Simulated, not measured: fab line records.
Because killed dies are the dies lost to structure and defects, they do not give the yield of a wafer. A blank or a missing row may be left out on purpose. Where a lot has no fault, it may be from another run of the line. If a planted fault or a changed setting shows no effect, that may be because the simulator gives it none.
Split-lot study	flow sfqLine	route with 325 steps; 3 lots, 7 wafers read

## THE SPLIT ITSELF
At SFQ_TRILAYER_M4_LITHO_COAT_098 (resist thk 62 nm), the setting resistThkNm was moved away from the recipe's 62 nm on 2 of the 7 wafers read, by +4.0% to +4.7%. For the rest of the wafers, this setting stayed at what the recipe calls for.

## FROM THE SPLIT TO THE READING: what the file shows between them, 3 steps
- SFQ_TRILAYER_M4_LITHO_COAT_093: resist thk 600 nm
- SFQ_TRILAYER_M4_LITHO_SOFTBAKE_097
- SFQ_TRILAYER_M4_LITHO_DEVELOP_095: time 60 s

## THE READING
etch.depthNm (the simulator's own value, which no gauge read), in nm, at SFQ_TRILAYER_M4_BARC_OPEN_METAL_ETCH_123 (etches BARC in O2, target depth 125 nm, time 41.7 s). The file gives no usual value for it. Here, 5 wafers ran the recipe; their average is 61.95 nm with a standard deviation of 0.11 nm.

wafer	tool, chamber at the split	resistThkNm as run, nm	against the recipe	etch.depthNm, nm	against lot-mates on the recipe
L080.1	lithoTrack-04, 0	62	recipe	61.76	-
L080.3	lithoTrack-04, 0	64.5	+4.0%	64.35	+2.59
L083.1	lithoTrack-01, 0	62	recipe	62.06	-
L083.5	lithoTrack-01, 0	62	recipe	61.87	-
L083.6	lithoTrack-01, 0	62	recipe	62.03	-
L085.5	lithoTrack-04, 0	64.94	+4.7%	64.84	+2.83
L085.6	lithoTrack-04, 0	62	recipe	62.01	-

THE FIT
A straight line over all 7 wafers: etch.depthNm changes by +0.605 nm for each +1% of resistThkNm; r = +1.00; the points scatter about the line by 0.12 nm.
The same after taking each lot's own level away (the mean of its wafers on the recipe; 7 wafers): +0.615 nm for each +1%; r = +1.00; scatter 0.09 nm.
The reading moves by 2.9 nm for the largest change in resistThkNm, on that fit.
From 61.760 to 62.010 nm: that is the span of the lots' own levels, equal to 2.2 times the standard deviation above.
The two slopes are in agreement: the lot-to-lot level therefore moves the slope only a little.
Check: for one of the wafers moved furthest among these (+4.7%), held out of the fit, the line's prediction against its lot-mates is +3.05 nm. It came out at +2.83 nm against them.

## FURTHER SPLITS ON THESE WAFERS
Before the reading, these wafers also passed through other splits. Each is held against what the fit with the lots' levels taken away leaves over:
other split on the same wafers	wafers away from the commonest value	r with etch.depthNm (lot level and that fit taken away)
SFQ_TRILAYER_I3_VIA_LITHO_COAT_090 resistThkNm	0	-
SFQ_TRILAYER_I3_VIA_LITHO_PEB_088 pebTempC	2	-0.25
SFQ_TRILAYER_I3_VIA_ETCH_VIA_ETCH_088 sourceW	1	-0.02

## THE WHOLE CHAIN: every reading that the file lists as answering this split, in the file's order
step	what it does	reading	change (the file's fit)	r (the file's)
SFQ_TRILAYER_M4_LITHO_COAT_098	resist thk 62 nm	BARC_of_TRILAYER_M4_LITHO_COAT_098.thkNm (the simulator's own value, which no gauge read)	+0.628 nm for each +1% of the setting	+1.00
SFQ_TRILAYER_M4_BARC_OPEN_METAL_ETCH_123	etches BARC in O2, target depth 125 nm, time 41.7 s	etch.depthNm (the simulator's own value, which no gauge read)	+0.615 nm for each +1% of the setting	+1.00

## THE FILE'S OWN FIT
etch.depthNm changes by +0.615 nm for each +1% of resistThkNm, r = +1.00.
